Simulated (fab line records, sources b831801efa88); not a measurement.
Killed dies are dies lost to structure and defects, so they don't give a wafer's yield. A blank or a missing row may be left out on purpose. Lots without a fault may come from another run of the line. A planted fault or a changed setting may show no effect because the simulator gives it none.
Which tool did it? | flow sky130 | 11 lots, 33 wafers sampled, at 2 steps of a route of 708

WHAT THE GAUGES READ, wafer by wafer
SKY_SD_N_RS_MEAS_16: measures by four-point-probe.
lot  | measured     | on            | SD_N_RS (ohm/sq)
L728 | day 28 14:14 | film_metro-03 | 68.24 68.33 68.28
L727 | day 28 21:29 | film_metro-03 | 68.38 68.34 68.31
L729 | day 29 17:19 | film_metro-03 | 68.39 68.31 68.33
L732 | day 30 00:10 | film_metro-02 | 68.56 68.46 68.54
L737 | day 32 09:50 | film_metro-02 | 68.38 68.40 68.47
L733 | day 32 18:20 | film_metro-04 | 68.54 68.45 68.74
L736 | day 32 21:23 | film_metro-02 | 61.50 61.30 61.57
L743 | day 33 03:02 | film_metro-04 | 61.46 61.36 61.46
L746 | day 34 02:53 | film_metro-04 | 68.36 68.46 68.33
L748 | day 34 13:59 | film_metro-04 | 68.52 68.63 68.37
L750 | day 35 05:54 | film_metro-04 | 68.58 68.66 68.65

WHICH TOOL RAN EACH LOT (tool, then ch and the chambers of the sampled wafers, then the start)
lot  | SKY_SD_N_RTA_14
L728 | rtp_anneal-01 ch 0, day 28 14:04
L727 | rtp_anneal-02 ch 0, day 28 21:18
L729 | rtp_anneal-01 ch 0, day 29 17:08
L732 | rtp_anneal-01 ch 0, day 29 23:59
L737 | rtp_anneal-01 ch 0, day 32 09:39
L733 | rtp_anneal-02 ch 0, day 32 18:06
L736 | rtp_anneal-01 ch 0, day 32 21:04
L743 | rtp_anneal-01 ch 0, day 33 02:51
L746 | rtp_anneal-02 ch 0, day 34 02:42
L748 | rtp_anneal-02 ch 0, day 34 13:49
L750 | rtp_anneal-02 ch 0, day 35 05:43
- SKY_SD_N_RTA_14: time 2 s.

THE ANSWER, worked out from the rows above alone
Rule: what is usual is taken from the lots themselves. Put in order of their means at a reading, lots are off if they are a third of the lots or fewer, leave a main group of 4 or more, and stand apart from it by a gap of 3 or more times the standard deviation of the main group's means; of several such gaps the widest counts. A main group whose means are all the same, to the digits that the tables above print for the reading, isn't used. A lot without any number at a reading at which 4 lots or more have one is off too. The other lots that the step has rows for count as sound.
Off: L736, L743, at SKY_SD_N_RS_MEAS_16 (SD_N_RS). The main group: mean 68.44 ohm/sq, standard deviation 0.11.
A tool fits if, at a process step before that reading, it ran every lot that is off, and no sound lot after the first of them. The gauges at SKY_SD_N_RS_MEAS_16 are tried like those tools. One fits: rtp_anneal-01 at SKY_SD_N_RTA_14. Its last sound lot is L737 (day 32 09:39), its first lot that is off L736 (day 32 21:04): a fault that began between those two fits.

WHAT THE SIMULATOR HAD PUT IN
Process parameter drift: rtp_anneal-01, from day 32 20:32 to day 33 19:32, at SKY_SD_N_RTA_14. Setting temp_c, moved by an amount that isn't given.
Lots struck among those shown: L736, L743. The rule above found the same.
